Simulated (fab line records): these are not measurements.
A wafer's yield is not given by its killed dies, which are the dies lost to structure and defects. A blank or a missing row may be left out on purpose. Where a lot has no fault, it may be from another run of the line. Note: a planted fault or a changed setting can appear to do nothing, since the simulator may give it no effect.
fab line records | flow gf180mcu
record lots=6 | wafers=18 | last_day=33
route steps=602 shown V1@346
lots untouched by any fault: they come from a run of this same line in which no faults occurred
start_h: hours from the record's opening day to when the first of the lot's shown wafers began | wait_h: hours since the lot's step before | " as in the row above | L1.1+2: several wafers, shown together as one row | - value missing, or start not given | * or withheld: withheld | < > ~ a bound
route shown NAME@n: names a module that has steps shown in the file, with the first one's number in the route | usual: average and standard deviation across the fault-free wafers | same: alike in all rows | chamber/n: place in a boat | sites: readings site by site | _std_site: how widely they spread, as a standard deviation | _edge_site: mean of outer sites minus mean of inner sites | radius_mm: how far each site lies from the wafer's centre | mask NAME#n: copy n | behind: tool/chamber where the wafer was last shaped | hold: why the lot was held/for how many hours/how that ended | device: the n, p or np transistor that did not switch | end of line: at the end of the route, the tests of the same wafers | where a step has no rows: the recipe by itself | killed: not the wafer's yield, but the dies lost to structure and defects at the first sort | map: dies across one wafer; x = killed, . = not, _ = none there
set.NAME: the setting that was run; set.NAME@STEP: the one run at that earlier step | model.NAME: the simulator's own value behind a step, which no gauge read
lots at some steps of the route; a table a step, a row a wafer
services: the hour from which a tool's chamber was out of use, counted from the record's first day as start_h (under 0 if before that day), plus the number of hours and why
## steps
# step GF_V1_EXPOSE_11
# recipe mask_id=Via1 | target_cd_nm=260 | na=0.68 | source_shape=conventional | sigma_outer=0.6 | dose_mj=38
# step GF_V1_PEB_12
# recipe peb_temp_c=135 | peb_time_s=90 | resist=KrF
# step GF_V1_DEVELOP_13
# recipe develop_time_s=60 | resist=KrF | dev_temp_c=21
# step GF_V1_CD_MEAS_14
# recipe target_cd_nm=260
# usual cd_nm=260.3/1.1
lot.wafer | tool      | chamber | start_h | wait_h | cd_nm
L745.1    | cd_sem-02 | -       | 413.01  | 0.1    | 258.1
L745.3    | "         | -       | "       | "      | 259.3
L745.4    | "         | -       | "       | "      | 259.2
L746.2    | cd_sem-01 | -       | 425.68  | 0.1    | 258.9
L746.5    | "         | -       | "       | "      | 259.5
L746.6    | "         | -       | "       | "      | 259.2
L747.1    | cd_sem-02 | -       | 433.51  | 0.1    | 261.3
L747.3    | "         | -       | "       | "      | 261.3
L747.4    | "         | -       | "       | "      | 262.3
L748.2    | cd_sem-02 | -       | 443.83  | 0.1    | 260.8
L748.4    | "         | -       | "       | "      | 261.0
L748.5    | "         | -       | "       | "      | 261.2
L759.1    | cd_sem-01 | -       | 545.72  | 0.1    | 259.1
L759.3    | "         | -       | "       | "      | 258.9
L759.5    | "         | -       | "       | "      | 257.8
L762.1    | cd_sem-02 | -       | 575.01  | 0.1    | 259.5
L762.4    | "         | -       | "       | "      | 260.4
L762.6    | "         | -       | "       | "      | 261.4
# step GF_V1_OVL_MEAS_15
# usual V1_OVL=2/5.3
lot.wafer | tool       | chamber | start_h | wait_h | V1_OVL[nm]
L745.1    | overlay-02 | -       | 413.13  | 0.1    | 10
L745.3    | "          | -       | "       | "      | 13
L745.4    | "          | -       | "       | "      | 2
L746.2    | overlay-01 | -       | 425.79  | 0.1    | -1
L746.5    | "          | -       | "       | "      | -11
L746.6    | "          | -       | "       | "      | 2
L747.1    | overlay-02 | -       | 433.63  | 0.1    | -8
L747.3    | "          | -       | "       | "      | -4
L747.4    | "          | -       | "       | "      | -5
L748.2    | overlay-01 | -       | 443.93  | 0.1    | 3
L748.4    | "          | -       | "       | "      | -2
L748.5    | "          | -       | "       | "      | -6
L759.1    | overlay-02 | -       | 545.84  | 0.1    | 4
L759.3    | "          | -       | "       | "      | 1
L759.5    | "          | -       | "       | "      | 0
L762.1    | overlay-01 | -       | 575.13  | 0.1    | 11
L762.4    | "          | -       | "       | "      | 2
L762.6    | "          | -       | "       | "      | 0
# step GF_V1_ETCH_16
# recipe chemistry=N2/H2 | target_depth_a=withheld | overetch_a=withheld | time_s=withheld | target=BARC | ion_energy_ev=200 | source_w=500 | bias_w=100 | pressure_mtorr=30 | n2_flow_sccm=100 | h2_flow_sccm=200
# usual chamber_pressure_mTorr=29.999/0.027 | drypump_motor_current_A=5.8/0.46 | oes_product_au=0.855/0.0049 | throttle_valve_pct=13.226/0.0087
lot.wafer | tool        | chamber | start_h | wait_h | chamber_pressure_mTorr | drypump_motor_current_A | oes_product_au | throttle_valve_pct
L745.1    | rie_diel-01 | 2       | 413.16  | 0.0    | 30.025                 | 5.8                     | 0.858          | 13.230
L745.3    | "           | 0       | "       | "      | 29.977                 | 6.5                     | 0.852          | 13.228
L745.4    | "           | 1       | "       | "      | 29.977                 | 6.0                     | 0.851          | 13.227
L746.2    | rie_diel-01 | 2       | 425.82  | 0.0    | 29.981                 | 5.8                     | 0.857          | 13.215
L746.5    | "           | 1       | "       | "      | 30.009                 | 6.0                     | 0.854          | 13.231
L746.6    | "           | 0       | "       | "      | 30.066                 | 6.5                     | 0.867          | 13.245
L747.1    | rie_diel-01 | 2       | 433.67  | 0.0    | 30.020                 | 5.8                     | 0.855          | 13.226
L747.3    | "           | 3       | "       | "      | 29.983                 | 5.1                     | 0.848          | 13.216
L747.4    | "           | 0       | "       | "      | 30.034                 | 6.5                     | 0.856          | 13.234
L748.2    | rie_diel-02 | 3       | 443.96  | 0.0    | 30.009                 | 6.0                     | 0.859          | 13.217
L748.4    | "           | 1       | "       | "      | 29.946                 | 5.9                     | 0.856          | 13.230
L748.5    | "           | 2       | "       | "      | 29.958                 | 5.8                     | 0.858          | 13.220
L759.1    | rie_diel-01 | 0       | 545.87  | 0.0    | 29.964                 | 6.6                     | 0.854          | 13.226
L759.3    | "           | 3       | "       | "      | 30.015                 | 5.1                     | 0.850          | 13.227
L759.5    | "           | 0       | "       | "      | 29.999                 | 6.5                     | 0.840          | 13.224
L762.1    | rie_diel-03 | 3       | 575.16  | 0.0    | 29.982                 | 5.2                     | 0.852          | 13.228
L762.4    | "           | 0       | "       | "      | 30.040                 | 5.8                     | 0.853          | 13.217
L762.6    | "           | 0       | "       | "      | 29.954                 | 5.8                     | 0.855          | 13.235
# step GF_V1_ETCH_17
# recipe chemistry=C4F8/O2/Ar | mask_material=KrF | target=SiO2 | stop_on=TiN | source_w=1500 | bias_w=1200 | pressure_mtorr=40 | c4f8_flow_sccm=withheld | O2_flow_sccm=6 | Ar_flow_sccm=300 | time_s=withheld | target_depth_a=6300
# usual chamber_pressure_mTorr=40.00/0.036 | oes_product_au=0.856/0.0043
lot.wafer | tool        | chamber | start_h | wait_h | chamber_pressure_mTorr | oes_product_au
L745.1    | rie_diel-01 | 2       | -       | -      | 39.98                  | 0.857
L745.3    | "           | 0       | "       | "      | 39.98                  | 0.869
L745.4    | "           | 1       | "       | "      | 40.01                  | 0.856
L746.2    | rie_diel-01 | 2       | -       | -      | 39.91                  | 0.852
L746.5    | "           | 1       | "       | "      | 40.03                  | 0.849
L746.6    | "           | 0       | "       | "      | 40.00                  | 0.855
L747.1    | rie_diel-01 | 2       | -       | -      | 39.96                  | 0.853
L747.3    | "           | 3       | "       | "      | 40.05                  | 0.855
L747.4    | "           | 0       | "       | "      | 39.93                  | 0.853
L748.2    | rie_diel-02 | 3       | -       | -      | 39.98                  | 0.862
L748.4    | "           | 1       | "       | "      | 40.05                  | 0.853
L748.5    | "           | 2       | "       | "      | 40.01                  | 0.853
L759.1    | rie_diel-01 | 0       | -       | -      | 40.04                  | 0.856
L759.3    | "           | 3       | "       | "      | 40.00                  | 0.859
L759.5    | "           | 0       | "       | "      | 39.98                  | 0.853
L762.1    | rie_diel-03 | 3       | -       | -      | 40.02                  | 0.867
L762.4    | "           | 0       | "       | "      | 39.99                  | 0.862
L762.6    | "           | 0       | "       | "      | 39.98                  | 0.860
# step GF_V1_STRIP_18
# recipe chemistry=O2/N2 | power_w=1400 | pressure_mtorr=1500 | platen_temp_c=250 | o2_flow_sccm=3000 | n2_flow_sccm=300 | overash_fraction=0.5
# step GF_V1_STRIP_19
# recipe chemistry=post_etch_residue_remover | time_s=1200 | temp_c=72.5
# step GF_V1_CLEAN_20
# recipe chemistry=DIW | dry=n2_spin
# step GF_V1_SPUTTER_21
# recipe material=Ti | target_thk_nm=15 | chamber_pressure_pa=5 | power_w=2500 | substrate_temp_c=200 | time_s=80.02
# usual substrate_temp_c=200.00/0.16 | throttle_valve_pct=29.5/0.74
lot.wafer | tool           | chamber | start_h | wait_h | substrate_temp_c | throttle_valve_pct
L745.1    | pvd_sputter-03 | -       | 413.83  | 0.0    | 200.05           | 29.3
L745.3    | "              | -       | "       | "      | 200.12           | 30.3
L745.4    | "              | -       | "       | "      | 200.04           | 28.0
L746.2    | pvd_sputter-01 | -       | 426.48  | 0.0    | 200.17           | 29.3
L746.5    | "              | -       | "       | "      | 199.84           | 29.9
L746.6    | "              | -       | "       | "      | 199.94           | 29.5
L747.1    | pvd_sputter-01 | -       | 434.33  | 0.0    | 199.99           | 30.0
L747.3    | "              | -       | "       | "      | 200.31           | 30.1
L747.4    | "              | -       | "       | "      | 200.36           | 29.2
L748.2    | pvd_sputter-03 | -       | 444.63  | 0.0    | 200.00           | 30.7
L748.4    | "              | -       | "       | "      | 200.04           | 29.5
L748.5    | "              | -       | "       | "      | 199.83           | 29.8
L759.1    | pvd_sputter-01 | -       | 546.53  | 0.0    | 199.78           | 29.2
L759.3    | "              | -       | "       | "      | 200.25           | 29.9
L759.5    | "              | -       | "       | "      | 200.15           | 29.5
L762.1    | pvd_sputter-02 | -       | 575.86  | 0.0    | 200.25           | 29.6
L762.4    | "              | -       | "       | "      | 200.22           | 30.7
L762.6    | "              | -       | "       | "      | 199.99           | 29.1
# step GF_V1_SPUTTER_22
# recipe material=TiN | target_thk_nm=10 | chamber_pressure_pa=5 | power_w=4000 | time_s=40
# usual throttle_valve_pct=29.6/0.75
lot.wafer | tool           | chamber | start_h | wait_h | throttle_valve_pct
L745.1    | pvd_sputter-03 | -       | 413.89  | 0.0    | 29.6
L745.3    | "              | -       | "       | "      | 30.8
L745.4    | "              | -       | "       | "      | 28.3
L746.2    | pvd_sputter-01 | -       | 426.54  | 0.0    | 29.4
L746.5    | "              | -       | "       | "      | 30.1
L746.6    | "              | -       | "       | "      | 29.4
L747.1    | pvd_sputter-01 | -       | 434.39  | 0.0    | 29.9
L747.3    | "              | -       | "       | "      | 30.2
L747.4    | "              | -       | "       | "      | 29.4
L748.2    | pvd_sputter-03 | -       | 444.69  | 0.0    | 30.5
L748.4    | "              | -       | "       | "      | 29.4
L748.5    | "              | -       | "       | "      | 29.5
L759.1    | pvd_sputter-01 | -       | 546.60  | 0.0    | 29.4
L759.3    | "              | -       | "       | "      | 29.8
L759.5    | "              | -       | "       | "      | 29.7
L762.1    | pvd_sputter-02 | -       | 575.92  | 0.0    | 29.5
L762.4    | "              | -       | "       | "      | 30.8
L762.6    | "              | -       | "       | "      | 29.1
# step GF_V1_CVD_23
# recipe material=W | target_thk_nm=350 | time_s=105.05 | temp_c=400 | pressure_torr=40
# usual chamber_pressure_Torr=39.99/0.091 | heater_power_w=914/50
lot.wafer | tool     | chamber | start_h | wait_h | chamber_pressure_Torr | heater_power_w | model.W_of_V1_CVD_23.thk_nm
L745.1    | cvd_w-01 | 0       | 413.93  | 0.0    | 39.84                 | 861            | 342.9
L745.3    | "        | 0       | "       | "      | 39.89                 | 852            | 345.9
L745.4    | "        | 1       | "       | "      | 40.00                 | 911            | 348
L746.2    | cvd_w-01 | 0       | 426.58  | 0.0    | 39.96                 | 875            | 345.4
L746.5    | "        | 0       | "       | "      | 40.08                 | 832            | 348.5
L746.6    | "        | 1       | "       | "      | 40.18                 | 921            | 343.9
L747.1    | cvd_w-01 | 1       | 434.43  | 0.0    | 39.99                 | 956            | 323.9
L747.3    | "        | 0       | "       | "      | 40.10                 | 862            | 325.3
L747.4    | "        | 1       | "       | "      | 39.87                 | 947            | 321.7
L748.2    | cvd_w-01 | 0       | 444.73  | 0.0    | 39.91                 | 841            | 326.1
L748.4    | "        | 1       | "       | "      | 39.90                 | 951            | 324.8
L748.5    | "        | 0       | "       | "      | 39.94                 | 867            | 323.3
L759.1    | cvd_w-02 | 1       | 546.63  | 0.0    | 39.95                 | 852            | 348.4
L759.3    | "        | 0       | "       | "      | 39.95                 | 968            | 348.2
L759.5    | "        | 1       | "       | "      | 39.96                 | 871            | 340.6
L762.1    | cvd_w-02 | 1       | 575.96  | 0.0    | 40.14                 | 900            | 345.5
L762.4    | "        | 0       | "       | "      | 40.07                 | 992            | 350.4
L762.6    | "        | 0       | "       | "      | 39.99                 | 974            | 351.7
# step GF_V1_RS_MEAS_24
# recipe thk_meas_gauge=four-point-probe | reads=W_of_V1_CVD_23+TiN_of_V1_SPUTTER_22+Ti_of_V1_SPUTTER_21
# usual V1_W_RS=0.3289/0.003
lot.wafer | tool          | chamber | start_h | wait_h | V1_W_RS[ohm/sq]
L745.1    | film_metro-03 | -       | 414.04  | 0.1    | 0.3349
L745.3    | "             | -       | "       | "      | 0.3306
L745.4    | "             | -       | "       | "      | 0.3296
L746.2    | film_metro-01 | -       | 426.71  | 0.1    | 0.3313
L746.5    | "             | -       | "       | "      | 0.3285
L746.6    | "             | -       | "       | "      | 0.3331
L747.1    | film_metro-03 | -       | 434.54  | 0.1    | 0.3536
L747.3    | "             | -       | "       | "      | 0.3528
L747.4    | "             | -       | "       | "      | 0.3560
L748.2    | film_metro-03 | -       | 444.86  | 0.1    | 0.3506
L748.4    | "             | -       | "       | "      | 0.3526
L748.5    | "             | -       | "       | "      | 0.3550
L759.1    | film_metro-02 | -       | 546.75  | 0.1    | 0.3295
L759.3    | "             | -       | "       | "      | 0.3284
L759.5    | "             | -       | "       | "      | 0.3361
L762.1    | film_metro-01 | -       | 576.07  | 0.1    | 0.3313
L762.4    | "             | -       | "       | "      | 0.3267
L762.6    | "             | -       | "       | "      | 0.3255
# step GF_V1_THK_MEAS_25
# recipe thk_meas_gauge=xrf | reads=W_of_V1_CVD_23
# usual V1_W_THK=357/4.3
lot.wafer | tool          | chamber | start_h | wait_h | V1_W_THK[nm]
L745.1    | film_metro-03 | -       | 414.16  | 0.1    | 349
L745.3    | "             | -       | "       | "      | 351
L745.4    | "             | -       | "       | "      | 354
L746.2    | film_metro-01 | -       | 426.82  | 0.1    | 356
L746.5    | "             | -       | "       | "      | 358
L746.6    | "             | -       | "       | "      | 354
L747.1    | film_metro-03 | -       | 434.66  | 0.1    | 331
L747.3    | "             | -       | "       | "      | 330
L747.4    | "             | -       | "       | "      | 325
L748.2    | film_metro-03 | -       | 444.97  | 0.1    | 330
L748.4    | "             | -       | "       | "      | 330
L748.5    | "             | -       | "       | "      | 327
L759.1    | film_metro-02 | -       | 546.87  | 0.1    | 359
L759.3    | "             | -       | "       | "      | 360
L759.5    | "             | -       | "       | "      | 353
L762.1    | film_metro-01 | -       | 576.19  | 0.1    | 357
L762.4    | "             | -       | "       | "      | 361
L762.6    | "             | -       | "       | "      | 362
# step GF_V1_CMP_26
# recipe stop_on=SiO2 | down_force_psi=3.5 | platen_rpm=60 | t_overpolish_s=15 | target_thk_nm=0 | pad_velocity_m_s=0.94248
# usual motor_current_A=11.0/0.88 | platen_rpm=60.00/0.038
lot.wafer | tool   | chamber | start_h | wait_h | motor_current_A | platen_rpm
L745.1    | cmp-01 | 1       | 414.39  | 0.2    | 12.7            | 60.03
L745.3    | "      | 2       | "       | "      | 11.5            | 59.97
L745.4    | "      | 3       | "       | "      | 11.2            | 59.99
L746.2    | cmp-01 | 0       | 427.02  | 0.2    | 10.6            | 59.96
L746.6    | "      | 1       | "       | "      | 12.6            | 60.00
L746.5    | "      | 2       | "       | "      | 11.5            | 59.97
L747.1    | cmp-01 | 2       | 434.77  | 0.1    | 11.0            | 60.04
L747.3    | "      | 3       | "       | "      | 11.5            | 60.01
L747.4    | "      | 0       | "       | "      | 9.9             | 59.97
L748.2    | cmp-01 | 0       | 445.12  | 0.1    | 10.7            | 60.04
L748.4    | "      | 1       | "       | "      | 11.8            | 59.96
L748.5    | "      | 3       | "       | "      | 11.3            | 59.98
L759.3    | cmp-02 | 0       | 546.93  | 0.0    | 12.3            | 60.04
L759.1    | "      | 1       | "       | "      | 9.6             | 60.03
L759.5    | "      | 0       | "       | "      | 12.1            | 59.94
L762.1    | cmp-01 | 1       | 579.98  | 3.8    | 12.1            | 59.86
L762.4    | "      | 3       | "       | "      | 11.0            | 60.00
L762.6    | "      | 1       | "       | "      | 11.9            | 59.89
## services
tool           | chamber | start_h | hours | kind
cvd_w-02       | -       | 390.00  | 14.0  | pm
rie_diel-02    | 0       | 396.66  | 2.4   | repair
rie_diel-02    | 3       | 403.47  | 3.9   | repair
cmp-01         | -       | 404.00  | 4.0   | pm
cvd_w-01       | -       | 408.36  | 2.1   | repair
cvd_w-02       | 1       | 410.00  | 2.8   | repair
cmp-01         | -       | 417.00  | 2.2   | repair
rie_diel-03    | 1       | 430.05  | 2.8   | repair
cvd_w-02       | 1       | 444.35  | 3.7   | repair
cvd_w-02       | -       | 448.32  | 0.8   | repair
cvd_w-02       | 1       | 450.26  | 4.4   | repair
rie_diel-03    | 0       | 457.66  | 23.7  | repair
rie_diel-02    | -       | 466.47  | 0.8   | repair
rie_diel-01    | -       | 476.44  | 1.3   | repair
pvd_sputter-03 | -       | 490.86  | 3.0   | repair
pvd_sputter-03 | -       | 499.08  | 2.6   | repair
cvd_w-01       | 0       | 502.74  | 6.7   | repair
rie_diel-01    | 3       | 505.38  | 3.6   | repair
pvd_sputter-01 | -       | 506.24  | 3.5   | repair
rie_diel-01    | -       | 513.36  | 2.8   | pm
rie_diel-01    | 0       | 538.25  | 4.3   | repair
pvd_sputter-01 | -       | 540.95  | 2.3   | repair
pvd_sputter-03 | -       | 545.72  | 1.7   | repair
cmp-01         | -       | 570.05  | 8.1   | pm
## key
first_sign step=GF_V1_RS_MEAS_24 | reading=V1_W_RS | direction=up | sigmas=8.2 | usual=0.3289 | struck=0.3534
effect step=GF_V1_THK_MEAS_25 | reading=V1_W_THK | direction=down | sigmas=6.5 | usual=357 | struck=329
model_effect step=GF_V1_CVD_23 | value=W_of_V1_CVD_23.thk_nm | without=346.3 | struck=324.2
met_at GF_V1_CVD_23
struck_wafers L747.1,L747.3,L747.4,L748.2,L748.4,L748.5
onset_between 426.58 434.43
fault kind=process_parameter_drift | tool=cvd_w-01 | chamber=- | onset_h=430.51 | steps=GF_V1_CVD_23 | channel=target_thk_nm | offset=-22.179 | shape=step | end_h=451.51 | acts_in=these_recipes_only | stated=350
